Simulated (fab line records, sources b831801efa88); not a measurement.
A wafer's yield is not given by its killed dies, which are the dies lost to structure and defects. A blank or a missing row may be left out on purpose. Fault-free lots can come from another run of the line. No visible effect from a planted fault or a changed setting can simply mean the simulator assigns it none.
2 desks, one fault || flow gf180mcu || each desk holds nothing but its own numbers, with what lay behind them at the end

## AT THE METROLOGY DESK
Lot by lot, what the gauges showed, no matter which tool ran the lot: averages of those sampled wafers that carry a number. If a lot's mean is further than 4 standard deviations from the usual mean, the lot is out of limits and carries the mark OUT (the distance appears in the brackets).
Columns: A = V5_W_RS at GF_V5_RS_MEAS_24, usual 0.3270 ohm/sq; B = V5_W_THK at GF_V5_THK_MEAS_25, usual 350 nm
{"lot": "L484", "first seen here": "day 27 01:55", "A": 0.3250, "B": 350}
{"lot": "L486", "first seen here": "day 27 17:04", "A": 0.3257, "B": 355}
{"lot": "L495", "first seen here": "day 30 15:49", "A": 0.3260, "B": 358}
{"lot": "L496", "first seen here": "day 30 21:19", "A": 0.3267, "B": 357}
{"lot": "L498", "first seen here": "day 31 11:13", "A": 0.3282, "B": 343}
{"lot": "L502", "first seen here": "day 32 09:17", "A": 0.3275, "B": 354}
This desk found nothing out of limits on any of the 6 lots.

## TOOL OWNER'S DESK, pvdSputter-04
At GF_TOP_METAL_SPUTTER_01 (material TiN, target thk 30 nm, time 25 s) the tool's own readings: per lot run on this tool, the mean of the sampled wafers that have a number. If a lot's mean is further than 4 standard deviations from the usual mean, the lot is out of limits and carries the mark OUT (the distance appears in the brackets).
Columns: A = cathodeDcPowerW at GF_TOP_METAL_SPUTTER_01, usual 6500.1 W; B = chamberPressurePa at GF_TOP_METAL_SPUTTER_01, usual 0.4000 Pa; C = throttleValvePct at GF_TOP_METAL_SPUTTER_01, usual 30.3 %
{"lot": "L486", "first seen here": "day 27 17:39", "A": 6500.1, "B": 0.3994, "C": 30.6}
{"lot": "L495", "first seen here": "day 30 16:21", "A": "4460.6 (-99 or more) OUT", "B": 0.4000, "C": 30.7}
{"lot": "L498", "first seen here": "day 31 11:45", "A": "4461.4 (-99 or more) OUT", "B": 0.4000, "C": 30.4}
Finding of this desk: L495, L498 out of limits; the first was L495 at day 30 16:21, on cathodeDcPowerW at GF_TOP_METAL_SPUTTER_01. L486: within limits.

## TAKEN TOGETHER
The tool owner's desk had the chance to raise an alarm at day 30 16:21 on L495, L498.
Metrology desk: nothing out of limits seen.
The metrology desk has L495, L498 on record, within its limits.
Of the lots named, all ran GF_TOP_METAL_SPUTTER_01 on pvdSputter-04.

## WHAT HAD BEEN PUT IN BY THE SIMULATOR
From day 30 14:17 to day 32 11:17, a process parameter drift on pvdSputter-04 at GF_TOP_METAL_SPUTTER_01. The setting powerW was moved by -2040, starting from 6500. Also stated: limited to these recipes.
Struck lots among those shown: L495, L498.
Delay in hours, fault start to first out-of-limits reading, by desk: the tool owner's desk at 2.
